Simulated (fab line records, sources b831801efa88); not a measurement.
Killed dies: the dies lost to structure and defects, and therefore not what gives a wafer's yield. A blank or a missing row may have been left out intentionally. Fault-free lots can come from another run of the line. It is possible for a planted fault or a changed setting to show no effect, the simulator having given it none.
Which of the tools did it? | flow gf180mcu | 12 lots with 36 wafers sampled at 2 steps, on a route of 602 steps

== WHAT THE GAUGES SHOWED, per wafer ==
GF_V5_THK_MEAS_01. Usual: V5_CVD_00_THK 302 nm, standard deviation 4.6.
lot  | measured     | on            | V5_CVD_00_THK (nm) | flag
L749 | day 27 10:59 | film metro-03 | 309 305 305        |
L750 | day 28 00:54 | film metro-03 | 315 303 298        |
L753 | day 28 23:26 | film metro-04 | 297 297 299        |
L755 | day 29 05:59 | film metro-04 | 296 296 297        |
L756 | day 29 14:10 | film metro-03 | 304 299 298        |
L762 | day 31 08:29 | film metro-03 | 307 310 303        |
L765 | day 32 03:53 | film metro-03 | 304 305 305        |
L766 | day 32 12:05 | film metro-04 | 306 303 303        |
L768 | day 32 19:38 | film metro-04 | 305 302 306        |
L767 | day 32 21:31 | film metro-03 | 303 304 301        |
L769 | day 33 02:31 | film metro-04 | 304 302 304        |
L770 | day 33 11:50 | film metro-04 | 296 294 300        |

== EACH LOT AND THE TOOL THAT RAN IT (in order: tool; ch and the chambers of the sampled wafers; start) ==
lot  | GF_MIM_STRIP_20
L749 | plasma asher-04 ch 0,1, day 26 13:24
L750 | plasma asher-01 ch 0,1, day 27 02:47
L753 | plasma asher-01 ch 0,1, day 28 02:33
L755 | plasma asher-01 ch 0,1, day 28 09:05
L756 | plasma asher-01 ch 0,1, day 28 17:13
L762 | plasma asher-04 ch 0,1, day 30 13:13
L765 | plasma asher-03 ch 0,1, day 31 09:25
L766 | plasma asher-01 ch 0,1, day 31 17:24
L768 | plasma asher-04 ch 0,1, day 32 01:41
L767 | plasma asher-04 ch 0,1, day 32 03:54
L769 | plasma asher-04 ch 0,1, day 32 08:53
L770 | plasma asher-04 ch 0,1, day 32 19:05
- GF_MIM_STRIP_20: strips in O2/N2.

== WHAT THE TOOLS THEMSELVES READ (means of the sampled wafers that have a number; where no wafer has one, the mark that the record gives instead) ==
GF_MIM_STRIP_20. Usual: drypump motor current A 5.6 A, standard deviation 0.37; heater power w 335 W, standard deviation 25; oes product au 0.691 a.u., standard deviation 0.0052; strip time to endpoint s 11.21 s, standard deviation 0.05.
lot  | tool            | drypump motor current A (A) | heater power w (W) | oes product au (a.u.) | strip time to endpoint s (s) | flag
L749 | plasma asher-04 | 5.6                         | 347                | 0.691                 | 11.23                        |
L750 | plasma asher-01 | 5.7                         | 355                | 0.690                 | 11.19                        |
L753 | plasma asher-01 | 5.7                         | 361                | 0.693                 | 11.25                        |
L755 | plasma asher-01 | 5.6                         | 348                | 0.698                 | 11.23                        |
L756 | plasma asher-01 | 5.7                         | 344                | 0.691                 | 11.24                        |
L762 | plasma asher-04 | 5.6                         | 348                | 0.697                 | 11.28                        |
L765 | plasma asher-03 | 5.4                         | 315                | 0.688                 | 11.18                        |
L766 | plasma asher-01 | 5.7                         | 356                | 0.690                 | 11.15                        |
L768 | plasma asher-04 | 5.6                         | 347                | 0.692                 | 11.17                        |
L767 | plasma asher-04 | 5.6                         | 343                | 0.689                 | 11.10                        |
L769 | plasma asher-04 | 5.6                         | 349                | 0.692                 | 11.23                        |
L770 | plasma asher-04 | 5.9                         | 327                | 0.687                 | 11.14                        |

== THE ANSWER, worked out from the rows above alone ==
Rule: a lot counts as off when the mean over its wafers that have a number is more than 3 standard deviations away from the usual mean. A lot without any number at a reading at which 4 lots or more have one is off too. Any other lot the step has rows for is counted as sound. Order of review: gauges by route order, followed by the tools' own readings, for which a lot's mean as printed above is used. At the first step where some lot is off, the reading lying furthest off is the one used; lots without a number count as furthest.
None of the lots is off at any reading shown; this tells nothing.

== WHAT WAS PUT IN BY THE SIMULATOR ==
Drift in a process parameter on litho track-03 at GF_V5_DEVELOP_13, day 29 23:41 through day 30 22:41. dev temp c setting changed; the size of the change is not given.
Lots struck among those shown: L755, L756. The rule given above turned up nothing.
